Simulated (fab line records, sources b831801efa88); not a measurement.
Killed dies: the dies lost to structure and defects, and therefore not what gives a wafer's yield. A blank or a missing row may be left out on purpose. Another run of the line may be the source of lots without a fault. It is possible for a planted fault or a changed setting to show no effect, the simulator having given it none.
Struck lot and sound lot, side by side :: flow sky130 :: 22 steps out of a route of 708
Sound: wafers L811.3, L811.4, L811.6. Wafers L822.4, L822.5, L822.6 were the ones struck. Last of all comes the cause.
For every step that has rows: the tool of each side, followed by ch and its chambers, followed by its first start. Under that, the readings that differ: sound wafers :: struck wafers :: difference of the means :: sigmas: that difference in standard deviations of wafers without a fault.
alike: same words and numbers on both sides, and readings whose means sit less than 2 such deviations apart. not compared: any withheld reading, any reading some wafer has no value for, any bound like >300 that may hide the same value, and any number with overlapping values for which the record gives no deviation.
Wherever a step has rows on one side only, a row that says differs or no value, or a row with sigmas, the two part there. When numbers do not overlap yet have no deviation, they are printed without sigmas and do not part them. A reading missing from all wafers of one side parts the sides only when that side holds two or more wafers.

SKY_METAL3_SPUTTER_00: material Ti, target thk 15 nm, time 10 s.
  sound on pvdSputter-04 at day 36 19:47; struck on pvdSputter-04 at day 41 03:18
  alike: throttleValvePct
SKY_METAL3_SPUTTER_01: material TiN, target thk 20 nm, time 16.7 s.
  sound on pvdSputter-04 at day 36 19:49; struck on pvdSputter-04 at day 41 03:19
  alike: throttleValvePct
then, 1 step without rows for these wafers: SKY_METAL3_SPUTTER_02 (material AlCu, target thk 735 nm, time 39.1 s).
SKY_METAL3_SPUTTER_03: material Ti, target thk 5 nm, time 3.3 s.
  sound on pvdSputter-04 at day 36 19:53; struck on pvdSputter-04 at day 41 03:23
  alike: throttleValvePct
SKY_METAL3_SPUTTER_04: material TiN, target thk 70 nm, time 58.3 s.
  sound on pvdSputter-04 at day 36 19:54; struck on pvdSputter-04 at day 41 03:24
  alike: throttleValvePct
SKY_CAPM_CVD_00: deposits SiO2, target thk 15.5 nm.
  sound on pecvd-02 ch 1,2, day 36 19:58; struck on pecvd-02 ch 0,1,2, day 41 03:28
  alike: heaterPowerW
SKY_CAPM_THK_MEAS_01:
  sound on filmMetro-02 at day 36 20:00; struck on filmMetro-03 at day 41 03:30
  alike: CAPM_CVD_00_THK
then, 1 step without rows for these wafers: SKY_CAPM_SPUTTER_02 (material TiN, target thk 200 nm, time 166.7 s).
SKY_CAPM_RS_MEAS_03: uses a four-point probe to measure.
  sound on filmMetro-03 at day 36 20:11; struck on filmMetro-02 at day 41 03:42
  alike: CAPM_TIN_RS
SKY_CAPM_THK_MEAS_04: measures by xrf.
  sound on filmMetro-03 at day 36 20:17; struck on filmMetro-02 at day 41 03:47
reading: CAPM_TIN_THK (nm)
sound: 201.1 201.6 204.0
struck: 210.7 207.9 206.4
difference: +6.1
sigmas: +2
then, 2 steps without rows for these wafers: SKY_CAPM_DEHYDRATE_05 (time 60 s); SKY_CAPM_HMDS_06 (prime time 60 s).
SKY_CAPM_COAT_07: resist thk 1140 nm.
  sound on lithoTrack-03 ch 0, day 37 09:38; struck on lithoTrack-01 ch 0, day 41 15:39
reading: spinSpeedRpm (rpm)
sound: 2998.4 2998.1 2998.7
struck: 3275.1 3272.5 3274.0
difference: +275.5
sigmas: +99 or more

reading: model.NOVOLAK_of_CAPM_COAT_07.thkNm (nm)
sound: 1138 1139 1139
struck: 1090 1090 1092
difference: -48
sigmas: 
then, 4 steps without rows for these wafers: SKY_CAPM_SOFTBAKE_08 (time 60 s); SKY_CAPM_EXPOSE_09 (exposes mask CAPM, target cd 1000 nm); SKY_CAPM_PEB_10; SKY_CAPM_DEVELOP_11 (develop time 60 s).
SKY_CAPM_OVL_MEAS_12:
  sound on overlay-01 at day 37 21:57; struck on overlay-01 at day 42 03:01
  alike: CAPM_OVL
SKY_CAPM_METAL_ETCH_13: etches TiN in Cl2/BCl3, stops on SiO2, target depth 220 nm, time 62.9 s.
  sound on rieMetal-01 ch 0,1, day 37 22:00; struck on rieMetal-02 ch 0,1, day 42 03:03
reading: oesProductAu (a.u.)
sound: 0.933 0.932 0.948
struck: 0.967 0.956 0.961
difference: +0.024
sigmas: +3

reading: throttleValvePct (%)
sound: 21.900 21.905 21.908
struck: 21.883 21.883 21.878
difference: -0.023
sigmas: -2

reading: model.NOVOLAK_of_CAPM_COAT_07.thkNm (nm)
sound: 991.6 989.7 991.1
struck: 944.4 943.9 946
difference: -46.0
sigmas: 
  alike: bcl3FlowSccm, drypumpMotorCurrentA
  not compared: rfHoursCounterH
SKY_CAPM_STRIP_14: strips in O2/N2.
  sound on plasmaAsher-02 ch 0,1, day 37 22:05; struck on plasmaAsher-01 ch 0,1, day 42 03:08
reading: stripTimeToEndpointS (s)
sound: 12.62 12.62 12.62
struck: 12.09 12.08 12.10
difference: -0.53
sigmas: -11
  alike: drypumpMotorCurrentA, oesProductAu
  not compared: rfHoursCounterH
then, 2 steps without rows for these wafers: SKY_CAPM_STRIP_15 (strips in post etch residue remover, time 1200 s); SKY_PAD_OPEN_PROBE_99.

## WHERE THEY PART
Last at SKY_CAPM_STRIP_14 as far as this record goes, first at SKY_CAPM_THK_MEAS_04.

WHY: what the simulator had put in
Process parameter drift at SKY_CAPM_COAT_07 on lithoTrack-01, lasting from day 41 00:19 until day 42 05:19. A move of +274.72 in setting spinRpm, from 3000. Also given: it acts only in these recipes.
